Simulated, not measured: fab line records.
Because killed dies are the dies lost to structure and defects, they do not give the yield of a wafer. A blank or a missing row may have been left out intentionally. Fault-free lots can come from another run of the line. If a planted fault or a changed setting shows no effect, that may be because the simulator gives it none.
fab line records | flow sky130
[record] lots = 6 wafers = 18 last-day = 49
route steps=708 shown METAL1@434
lots untouched by any fault: they come from a run of this same line in which no faults occurred
start-h: start of the lot's first displayed wafer, in hours after the record's first day | wait-h: hours elapsed since this lot's preceding step | " same as the row above | L1.1+2: a row that stands for several wafers | - no value, or no start given | * or withheld: withheld | < > ~ a bound
route shown NAME@n: a module of which the file shows steps, and the number in the route of the first | usual: mean and standard deviation over wafers with no fault | same: alike in all rows | chamber/n: place in a boat | sites: readings site by site | _std_site: how widely they spread, as a standard deviation | _edge_site: inner sites' mean taken away from outer sites' mean | radius-mm: how far each site lies from the wafer's centre | mask NAME#n: copy n | behind: the tool/chamber that last shaped the wafer | hold: cause of the lot's hold/its duration in hours/its outcome | device: transistor that didn't switch, given as n, p or np | end of line: at the end of the route, the tests of the same wafers | a step without rows: its recipe alone | killed: at the first sort, the dies lost to defects and structure; wafer yield is something else | map: the dies of a wafer, with x for killed, . for not killed, _ for no die there
set.NAME: the setting as run; set.NAME@STEP: as run at that earlier step | model.NAME: the simulator's own value behind a step, which no gauge read
lots at selected steps of the route; one table per step, one row per wafer
services: from which hour (start-h, from the record's first day; less than 0 if before it) a tool's chamber was out of use, for how many hours, and why
[[steps]]
[step SKY_METAL1_SPUTTER_00]
[recipe] material = Ti target-thk-nm = 15 power-w = 3000 time-s = 10 chamber-pressure-pa = 0.4
[usual] cathode-dc-power-W = 3000.0/0.53 chamber-pressure-pa = 0.4000/0.00072 throttle-valve-pct = 30.1/0.9
// columns lot.wafer tool chamber start-h wait-h cathode-dc-power-W chamber-pressure-pa throttle-valve-pct
L678.1 pvd-sputter-03 - 732.35 0.1 2999.9 0.3986 31.4
L678.2 " - " " 3000.3 0.3995 30.2
L678.3 " - " " 2999.3 0.3996 30.2
L683.1 pvd-sputter-03 - 784.44 0.2 3001.4 0.4003 28.7
L683.3 " - " " 2999.7 0.4002 30.1
L683.6 " - " " 2999.8 0.3996 31.2
L687.4 pvd-sputter-02 - 810.30 0.2 3000.5 0.3995 30.6
L687.5 " - " " 2999.2 0.4010 30.1
L687.6 " - " " 3000.3 0.3985 28.9
L688.1 pvd-sputter-03 - 813.98 0.2 3000.0 0.4012 30.2
L688.4 " - " " 2999.2 0.3996 30.2
L688.5 " - " " 3000.6 0.3996 31.3
L696.2 pvd-sputter-03 - 874.09 0.1 3000.0 0.4001 30.3
L696.3 " - " " 2999.4 0.3998 30.1
L696.4 " - " " 3000.9 0.3992 28.7
L697.1 pvd-sputter-04 - 879.86 0.2 3000.0 0.4012 30.6
L697.3 " - " " 2999.6 0.4008 29.1
L697.6 " - " " 3000.7 0.3985 29.3
[step SKY_METAL1_SPUTTER_01]
[recipe] material = TiN target-thk-nm = 20 power-w = 6500 time-s = 16.7 chamber-pressure-pa = 0.4
[usual] cathode-dc-power-W = 6500.2/1.2 chamber-pressure-pa = 0.4000/0.00081 throttle-valve-pct = 30.1/0.92
// columns lot.wafer tool chamber start-h wait-h cathode-dc-power-W chamber-pressure-pa throttle-valve-pct
L678.1 pvd-sputter-03 - 732.37 0.0 6501.1 0.4000 31.4
L678.2 " - " " 6499.6 0.4000 30.2
L678.3 " - " " 6499.8 0.4009 30.2
L683.1 pvd-sputter-03 - 784.46 0.0 6499.9 0.4006 28.5
L683.3 " - " " 6500.8 0.4003 30.1
L683.6 " - " " 6498.6 0.3976 31.5
L687.4 pvd-sputter-02 - 810.32 0.0 6500.5 0.3997 31.0
L687.5 " - " " 6502.1 0.3997 30.0
L687.6 " - " " 6501.6 0.3996 29.1
L688.1 pvd-sputter-03 - 814.01 0.0 6501.2 0.4004 29.9
L688.4 " - " " 6498.6 0.4004 30.2
L688.5 " - " " 6498.5 0.3996 31.4
L696.2 pvd-sputter-03 - 874.11 0.0 6498.4 0.4005 30.1
L696.3 " - " " 6500.1 0.3995 30.4
L696.4 " - " " 6499.5 0.3991 29.1
L697.1 pvd-sputter-04 - 879.89 0.0 6500.0 0.3999 30.5
L697.3 " - " " 6501.6 0.3990 29.1
L697.6 " - " " 6498.7 0.4006 29.5
[step SKY_METAL1_SPUTTER_02]
[recipe] material = AlCu target-thk-nm = 250 power-w = 10600 time-s = 13.3 chamber-pressure-pa = 0.4
[usual] cathode-dc-power-W = 10600/2.1 chamber-pressure-pa = 0.4000/0.00075 throttle-valve-pct = 30.1/0.93
// columns lot.wafer tool chamber start-h wait-h cathode-dc-power-W chamber-pressure-pa throttle-valve-pct
L678.1 pvd-sputter-03 - 732.40 0.0 10602 0.4008 30.9
L678.2 " - " " 10600 0.4004 30.0
L678.3 " - " " 10600 0.3994 30.3
L683.1 pvd-sputter-03 - 784.49 0.0 10602 0.3999 28.6
L683.3 " - " " 10601 0.4000 30.2
L683.6 " - " " 10598 0.4004 31.3
L687.4 pvd-sputter-02 - 810.34 0.0 10599 0.3992 30.8
L687.5 " - " " 10601 0.3994 30.1
L687.6 " - " " 10601 0.3991 29.3
L688.1 pvd-sputter-03 - 814.03 0.0 10598 0.4011 29.9
L688.4 " - " " 10600 0.4011 30.1
L688.5 " - " " 10603 0.3998 31.4
L696.2 pvd-sputter-03 - 874.14 0.0 10601 0.3993 30.2
L696.3 " - " " 10602 0.3997 30.2
L696.4 " - " " 10599 0.3999 28.7
L697.1 pvd-sputter-04 - 879.91 0.0 10602 0.3978 30.1
L697.3 " - " " 10601 0.3994 29.0
L697.6 " - " " 10602 0.3993 29.3
[step SKY_METAL1_SPUTTER_03]
[recipe] material = Ti target-thk-nm = 5 power-w = 3000 time-s = 3.3 chamber-pressure-pa = 0.4
[usual] cathode-dc-power-W = 3000.0/0.49 chamber-pressure-pa = 0.4001/0.00078 throttle-valve-pct = 30.1/0.92
// columns lot.wafer tool chamber start-h wait-h cathode-dc-power-W chamber-pressure-pa throttle-valve-pct
L678.1 pvd-sputter-03 - 732.42 0.0 2999.1 0.3990 31.1
L678.2 " - " " 2999.3 0.3998 30.3
L678.3 " - " " 2999.8 0.4005 30.1
L683.1 pvd-sputter-03 - 784.51 0.0 2999.6 0.4009 28.6
L683.3 " - " " 3000.2 0.4000 30.0
L683.6 " - " " 2999.9 0.3996 31.6
L687.4 pvd-sputter-02 - 810.37 0.0 3000.4 0.3985 31.0
L687.5 " - " " 2999.8 0.4012 30.1
L687.6 " - " " 3000.0 0.3997 29.2
L688.1 pvd-sputter-03 - 814.06 0.0 2999.7 0.3997 30.2
L688.4 " - " " 2999.5 0.4006 30.1
L688.5 " - " " 2999.8 0.3995 31.2
L696.2 pvd-sputter-03 - 874.16 0.0 2999.9 0.3997 30.4
L696.3 " - " " 3000.2 0.4000 30.3
L696.4 " - " " 3000.9 0.3994 28.5
L697.1 pvd-sputter-04 - 879.94 0.0 2999.8 0.3990 30.5
L697.3 " - " " 2999.7 0.4013 29.1
L697.6 " - " " 2999.8 0.3988 29.5
[step SKY_METAL1_SPUTTER_04]
[recipe] material = TiN target-thk-nm = 70 power-w = 6500 time-s = 58.3 chamber-pressure-pa = 0.4
[usual] cathode-dc-power-W = 6499.9/1.1 chamber-pressure-pa = 0.4001/0.0008 throttle-valve-pct = 30.1/0.94
// columns lot.wafer tool chamber start-h wait-h cathode-dc-power-W chamber-pressure-pa throttle-valve-pct
L678.1 pvd-sputter-03 - 732.44 0.0 6499.1 0.4001 31.5
L678.2 " - " " 6499.3 0.4002 30.1
L678.3 " - " " 6498.6 0.3999 30.2
L683.1 pvd-sputter-03 - 784.53 0.0 6499.7 0.4010 28.6
L683.3 " - " " 6501.0 0.4007 30.4
L683.6 " - " " 6499.8 0.4008 31.5
L687.4 pvd-sputter-02 - 810.39 0.0 6500.9 0.3997 30.8
L687.5 " - " " 6498.6 0.3993 30.1
L687.6 " - " " 6498.4 0.3998 29.1
L688.1 pvd-sputter-03 - 814.07 0.0 6499.5 0.3999 30.1
L688.4 " - " " 6498.8 0.3994 30.3
L688.5 " - " " 6498.8 0.4004 31.4
L696.2 pvd-sputter-03 - 874.18 0.0 6499.8 0.3998 30.1
L696.3 " - " " 6502.0 0.4015 30.1
L696.4 " - " " 6501.0 0.3999 28.7
L697.1 pvd-sputter-04 - 879.95 0.0 6501.5 0.4007 30.3
L697.3 " - " " 6500.6 0.3994 29.1
L697.6 " - " " 6500.9 0.3999 29.5
[step SKY_METAL1_RS_MEAS_05]
[recipe] thk-meas-gauge = four-point-probe reads = TiN_of_METAL1_SPUTTER_04+Ti_of_METAL1_SPUTTER_03+AlCu_of_METAL1_SPUTTER_02+TiN_of_METAL1_SPUTTER_01+Ti_of_METAL1_SPUTTER_00
[usual] METAL1_ALCU_RS = 0.1271/0.0014
// columns lot.wafer tool chamber start-h wait-h METAL1_ALCU_RS[ohm/sq]
L678.1 film-metro-03 - 732.49 0.0 0.1275
L678.2 " - " " 0.1269
L678.3 " - " " 0.1265
L683.1 film-metro-03 - 784.58 0.0 0.1253
L683.3 " - " " 0.1263
L683.6 " - " " 0.1258
L687.4 film-metro-03 - 810.50 0.1 0.1278
L687.5 " - " " 0.1284
L687.6 " - " " 0.1283
L688.1 film-metro-03 - 814.12 0.0 0.1267
L688.4 " - " " 0.1272
L688.5 " - " " 0.1269
L696.2 film-metro-02 - 874.25 0.0 0.1282
L696.3 " - " " 0.1286
L696.4 " - " " 0.1286
L697.1 film-metro-02 - 880.00 0.0 0.1271
L697.3 " - " " 0.1262
L697.6 " - " " 0.1267
[step SKY_METAL1_THK_MEAS_06]
[recipe] thk-meas-gauge = xrf reads = AlCu_of_METAL1_SPUTTER_02
[usual] METAL1_ALCU_THK = 249/3.2
// columns lot.wafer tool chamber start-h wait-h METAL1_ALCU_THK[nm]
L678.1 film-metro-03 - 732.61 0.1 248
L678.2 " - " " 248
L678.3 " - " " 246
L683.1 film-metro-03 - 784.70 0.1 253
L683.3 " - " " 250
L683.6 " - " " 250
L687.4 film-metro-03 - 810.59 0.1 245
L687.5 " - " " 248
L687.6 " - " " 248
L688.1 film-metro-03 - 814.24 0.1 251
L688.4 " - " " 247
L688.5 " - " " 248
L696.2 film-metro-02 - 874.36 0.1 247
L696.3 " - " " 248
L696.4 " - " " 247
L697.1 film-metro-02 - 880.12 0.1 250
L697.3 " - " " 250
L697.6 " - " " 249
[step SKY_METAL1_DEHYDRATE_07]
[recipe] temp-c = 200 time-s = 60
[step SKY_METAL1_HMDS_08]
[recipe] prime-time-s = 60 prime-temp-c = 120
[step SKY_METAL1_COAT_09]
[recipe] resist = BARC temp-c = withheld time-s = withheld spin-rpm = 3000 resist-thk-nm = 60
[step SKY_METAL1_COAT_10]
[recipe] resist = KrF-thick spin-rpm = 3000 resist-thk-nm = 450
[step SKY_METAL1_SOFTBAKE_11]
[recipe] temp-c = 100 time-s = 90 resist = KrF-thick
[step SKY_METAL1_EXPOSE_12]
[recipe] mask-id = MM1 na = 0.8 source-shape = annular sigma-inner = 0.55 sigma-outer = 0.85 target-cd-nm = 140 dose-mj = 28
[usual] exposure-dose-mJ-cm2 = 27.98/0.032 focus-offset-nm = 0.0/0.48
// columns lot.wafer tool chamber start-h wait-h mask exposure-dose-mJ-cm2 focus-offset-nm
L678.1 krf-scanner-02 0 747.52 - MM1#0 27.97 0.2
L678.2 " 0 " " MM1#0 27.96 0.6
L678.3 " 0 " " MM1#0 27.96 -0.2
L683.1 krf-scanner-02 0 797.07 - MM1#0 27.96 -0.4
L683.3 " 0 " " MM1#0 27.99 -0.1
L683.6 " 0 " " MM1#0 27.92 0.4
L687.4 krf-scanner-02 - 824.00 - MM1#0 - -
L687.5 " - " " MM1#0 - -
L687.6 " - " " MM1#0 - -
L688.1 krf-scanner-02 - 826.87 - MM1#0 - -
L688.4 " - " " MM1#0 - -
L688.5 " - " " MM1#0 - -
L696.2 krf-scanner-02 0 887.54 - MM1#0 27.96 -0.2
L696.3 " 0 " " MM1#0 27.91 -0.8
L696.4 " 0 " " MM1#0 27.97 0.2
L697.1 krf-scanner-02 0 893.02 - MM1#0 27.99 0.0
L697.3 " 0 " " MM1#0 28.00 0.2
L697.6 " 0 " " MM1#0 28.01 0.6
[step SKY_METAL1_PEB_13]
[recipe] peb-temp-c = withheld peb-time-s = withheld resist = KrF-thick
[[services]]
// columns tool chamber start-h hours kind
pvd-sputter-02 - 724.68 2.8 repair
krf-scanner-02 - 738.50 0.3 repair
krf-scanner-02 - 774.84 0.8 pm
pvd-sputter-02 - 809.17 0.7 repair
krf-scanner-02 0 831.16 - calibration
krf-scanner-02 - 838.53 1.3 pm
krf-scanner-02 - 864.86 1.0 pm
pvd-sputter-02 - 880.44 0.7 repair
[[key]]
[first-sign] step = SKY_METAL1_EXPOSE_12 reading = tool-record direction = missing
effect none on later readings
met-at SKY_METAL1_EXPOSE_12
struck-wafers L687.4,L687.5,L687.6,L688.1,L688.4,L688.5
later-rows-left-out L687.4,L687.5,L687.6,L688.1,L688.4,L688.5
sort-left-out L687.4,L687.5,L687.6,L688.1,L688.4,L688.5
onset-between 797.07 824.00
[fault] kind = skipped-step-whole tool = krf-scanner-02 chamber = - onset-h = 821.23 steps = SKY_METAL1_EXPOSE_12 scope = struck-lots-only
// sort-left-out: the simulated sort isn't trusted on such a fault, so these wafers' sort isn't shown, and their yield isn't known
// later-rows-left-out: the simulator's readings of these wafers behind a module that went badly wrong aren't trusted and aren't shown, but for the sort
